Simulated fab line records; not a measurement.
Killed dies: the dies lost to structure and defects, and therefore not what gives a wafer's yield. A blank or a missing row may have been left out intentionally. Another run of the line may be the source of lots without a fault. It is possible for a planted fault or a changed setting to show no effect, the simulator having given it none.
What tool caused it?	flow sky130	72 wafers from 24 lots sampled at 3 of the route's 708 steps

WHAT EACH GAUGE READ, for each wafer
SKY_RES_XHIGH_TW_MEAS_09. Usual: RES_XHIGH_TW typically reads 1645, with standard deviation 9.4.
lot	measured	on	RES_XHIGH_TW	flag
L075	day 27 04:07	film metro-03	1636 1636 1640	
L074	day 27 07:25	film metro-02	1653 1659 1655	
L076	day 27 12:26	film metro-02	1644 1637 1657	
L077	day 27 13:43	film metro-03	1648 1635 1643	
L078	day 27 20:29	film metro-02	1652 1647 1651	
L079	day 28 08:56	film metro-03	1652 1644 1643	
L080	day 28 22:13	film metro-01	1627 1628 1630	
L081	day 29 10:00	film metro-01	1625 1626 1640	
L082	day 29 23:08	film metro-01	1636 1628 1640	
L084	day 30 11:21	film metro-02	1659 1658 1655	
L083	day 30 16:58	film metro-01	1632 1634 1635	
L085	day 30 22:33	film metro-02	1657 1657 1652	
L086	day 31 04:52	film metro-01	1649 1644 1642	
L087	day 31 16:28	film metro-02	1649 1650 1646	
L088	day 31 21:51	film metro-02	1655 1652 1656	
L089	day 31 22:57	film metro-02	1658 1654 1640	
L090	day 32 10:54	film metro-02	1659 1661 1658	
L091	day 32 16:09	film metro-03	1651 1645 1656	
L092	day 32 21:27	film metro-03	1650 1640 1645	
L093	day 33 09:14	film metro-01	1626 1628 1623	
L094	day 33 11:52	film metro-02	1643 1654 1649	
L095	day 33 15:49	film metro-02	1645 1640 1645	
L096	day 34 06:57	film metro-03	1640 1634 1648	
L097	day 34 10:16	film metro-03	1634 1650 1641	

SKY_LOCAL_INTERCONNECT_THK_MEAS_02: measures by xrf. Usual: LOCAL_INTERCONNECT_TIN_THK typically reads 101.4 nm, with standard deviation 1.3.
lot	measured	on	LOCAL_INTERCONNECT_TIN_THK (nm)	flag
L075	day 29 18:17	film metro-04	99.9 98.9 99.7	
L074	day 29 20:52	film metro-03	101.4 102.6 101.1	
L076	day 30 01:59	film metro-02	100.0 100.2 100.7	
L077	day 30 03:17	film metro-03	103.0 102.1 101.7	
L078	day 30 08:49	film metro-02	102.2 103.8 101.3	
L079	day 30 22:14	film metro-04	99.9 99.3 99.1	
L080	day 31 10:38	film metro-04	100.0 100.9 101.4	
L081	day 31 22:08	film metro-04	99.2 98.8 99.4	
L082	day 32 10:06	film metro-03	102.0 103.1 102.1	
L084	day 32 22:41	film metro-03	102.7 102.0 101.8	
L083	day 33 05:14	film metro-04	101.6 100.7 100.7	
L085	day 33 09:22	film metro-04	101.4 102.1 102.5	
L086	day 33 15:26	film metro-04	103.5 101.3 102.0	
L087	day 34 03:05	film metro-02	101.9 103.4 102.8	
L088	day 34 07:35	film metro-02	104.0 102.9 104.5	
L089	day 34 09:08	film metro-02	103.4 102.9 102.7	
L090	day 34 20:34	film metro-02	100.8 100.3 100.6	
L091	day 35 01:14	film metro-04	101.2 100.9 101.0	
L092	day 35 06:04	film metro-03	100.8 100.5 99.0	
L093	day 35 16:34	film metro-03	101.0 101.1 101.3	
L094	day 35 18:56	film metro-03	102.2 100.5 101.4	
L095	day 35 23:29	film metro-03	101.9 100.1 101.5	
L096	day 36 12:37	film metro-03	102.2 102.3 101.5	
L097	day 36 16:55	film metro-04	100.5 100.5 99.2	

EACH LOT AND THE TOOL THAT RAN IT (in order: tool; ch and the chambers of the sampled wafers; start)
lot	SKY_POLY_CUT_ETCH_10
L075	rie diel-04 ch 1,2, day 24 16:50
L074	rie diel-02 ch 0,1,2, day 24 19:32
L076	rie diel-04 ch 1,2,3, day 25 01:35
L077	rie diel-02 ch 1,2,3, day 25 02:46
L078	rie diel-02 ch 1,2, day 25 08:42
L079	rie diel-03 ch 0,1,2, day 25 22:11
L080	rie diel-04 ch 1,2, day 26 10:17
L081	rie diel-04 ch 1,2, day 26 22:52
L082	rie diel-03 ch 0,1, day 27 11:49
L084	rie diel-03 ch 0,1,3, day 28 01:50
L083	rie diel-03 ch 0,2,3, day 28 06:41
L085	rie diel-02 ch 0,1,2, day 28 13:19
L086	rie diel-03 ch 1,2,3, day 28 18:31
L087	rie diel-03 ch 0,1, day 29 08:44
L088	rie diel-02 ch 1,2,3, day 29 12:14
L089	rie diel-02 ch 1,2, day 29 14:47
L090	rie diel-04 ch 0,2, day 30 01:10
L091	rie diel-03 ch 0,1, day 30 07:07
L092	rie diel-02 ch 1,2, day 30 13:28
L093	rie diel-02 ch 1,2, day 31 01:04
L094	rie diel-04 ch 0,2,3, day 31 02:49
L095	rie diel-02 ch 1,2,3, day 31 07:01
L096	rie diel-03 ch 1,2,3, day 31 23:16
L097	rie diel-04 ch 0,1,2, day 32 03:26
- SKY_POLY_CUT_ETCH_10: etches BARC in N2/H2, stops on SiO2, time 45.9 s, target depth 60 nm.

AS READ BY THE TOOLS THEMSELVES (means over the sampled wafers that have a number; for cases with no such wafer, the mark the record gives instead)
SKY_POLY_CUT_ETCH_10. Usual: chamber pressure mTorr 30.002 mTorr, standard deviation 0.025; drypump motor current A 5.8 A, standard deviation 0.4; oes product au 0.855 a.u., standard deviation 0.0041; throttle valve pct 13.224 %, standard deviation 0.0088.
lot	tool	chamber pressure mTorr (mTorr)	drypump motor current A (A)	oes product au (a.u.)	throttle valve pct (%)	flag
L075	rie diel-04	29.969	5.5	0.852	13.226	
L074	rie diel-02	29.991	6.1	0.854	13.213	
L076	rie diel-04	30.003	5.9	0.853	13.222	
L077	rie diel-02	30.002	6.1	0.854	13.222	
L078	rie diel-02	30.007	6.1	0.857	13.227	
L079	rie diel-03	30.002	5.5	0.857	13.211	
L080	rie diel-04	30.004	5.6	0.853	13.224	
L081	rie diel-04	29.979	5.6	0.855	13.224	
L082	rie diel-03	29.998	5.7	0.856	13.229	
L084	rie diel-03	30.009	5.5	0.858	13.223	
L083	rie diel-03	29.978	5.3	0.856	13.224	
L085	rie diel-02	30.017	6.1	0.856	13.220	
L086	rie diel-03	30.011	5.3	0.853	13.233	
L087	rie diel-03	30.018	5.7	0.850	13.223	
L088	rie diel-02	30.003	6.1	0.856	13.223	
L089	rie diel-02	29.986	6.1	0.856	13.231	
L090	rie diel-04	30.014	5.6	0.853	13.230	
L091	rie diel-03	30.014	5.8	0.855	13.220	
L092	rie diel-02	29.993	6.1	0.857	13.222	
L093	rie diel-02	30.029	6.2	0.854	13.226	
L094	rie diel-04	30.008	5.9	0.853	13.227	
L095	rie diel-02	30.003	6.1	0.852	13.227	
L096	rie diel-03	29.965	5.3	0.854	13.223	
L097	rie diel-04	30.014	5.6	0.857	13.217	

THE ANSWER, worked out from the rows above alone
Rule: a lot counts as off when the mean over its wafers that have a number is more than 3 standard deviations away from the usual mean. A lot without any number at a reading at which 4 lots or more have one is off too. The other lots that the step has rows for count as sound. The gauges are gone through in route order, then the tools' own readings, and for those a lot's mean is taken as printed above. The first step at which some lot is off is used, and at that step the reading that is off furthest; a lot without a number counts as furthest.
No lot is off on any of the readings shown, so nothing can be concluded from this.

WHAT THE SIMULATOR PUT IN
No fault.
